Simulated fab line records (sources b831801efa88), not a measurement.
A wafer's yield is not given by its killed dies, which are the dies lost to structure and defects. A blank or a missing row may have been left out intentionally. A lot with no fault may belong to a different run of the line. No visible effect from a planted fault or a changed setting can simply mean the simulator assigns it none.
Which tool did it? + flow sky130 + 18 wafers from 6 lots sampled at 2 of the route's 708 steps

== WHAT EACH GAUGE READ, for each wafer ==
SKY_CONTACT_BOW_MEAS_05.
| lot  | measured     | on            | CONTACT_BOW (um) |
|------|--------------|---------------|------------------|
| L740 | day 30 18:50 | film_metro-01 | 73 80 84         |
| L742 | day 31 08:28 | film_metro-01 | 88 98 80         |
| L744 | day 32 06:22 | film_metro-01 | 86 76 73         |
| L747 | day 33 03:56 | film_metro-01 | 68 73 71         |
| L753 | day 34 19:52 | film_metro-01 | 78 79 78         |
| L758 | day 36 16:40 | film_metro-03 | 86 80 78         |

== WHAT TOOL EACH LOT RAN ON (gives the tool, then ch and the chambers of the sampled wafers, and finally the start) ==
| lot  | SKY_LI_CONTACT_STRIP_16              |
|------|--------------------------------------|
| L740 | plasma_asher-02 ch 0,1, day 29 12:05 |
| L742 | plasma_asher-04 ch 0,1, day 30 02:26 |
| L744 | plasma_asher-02 ch 0,1, day 31 00:07 |
| L747 | plasma_asher-02 ch 0,1, day 31 22:56 |
| L753 | plasma_asher-03 ch 0,1, day 33 15:20 |
| L758 | plasma_asher-02 ch 0,1, day 35 12:08 |
- SKY_LI_CONTACT_STRIP_16: strips in O2/N2.

== THE ANSWER, worked out from the rows above alone ==
Rule: usual is defined by the lots themselves. The widest of any qualifying gaps counts: lots, ordered by their means at a reading, are off when they make up no more than a third of the lots, leave a main group of 4 or more, and stand apart from it by 3 or more times the standard deviation of that group's means. The tables above print the reading to a certain number of digits; a main group whose means all agree to those digits is not used. Also off: a lot with no number at a reading for which 4 or more lots have one. The other lots that the step has rows for count as sound.
No lot is off at any reading shown: from this, nothing can be told.

== WHAT THE SIMULATOR HAD PUT IN ==
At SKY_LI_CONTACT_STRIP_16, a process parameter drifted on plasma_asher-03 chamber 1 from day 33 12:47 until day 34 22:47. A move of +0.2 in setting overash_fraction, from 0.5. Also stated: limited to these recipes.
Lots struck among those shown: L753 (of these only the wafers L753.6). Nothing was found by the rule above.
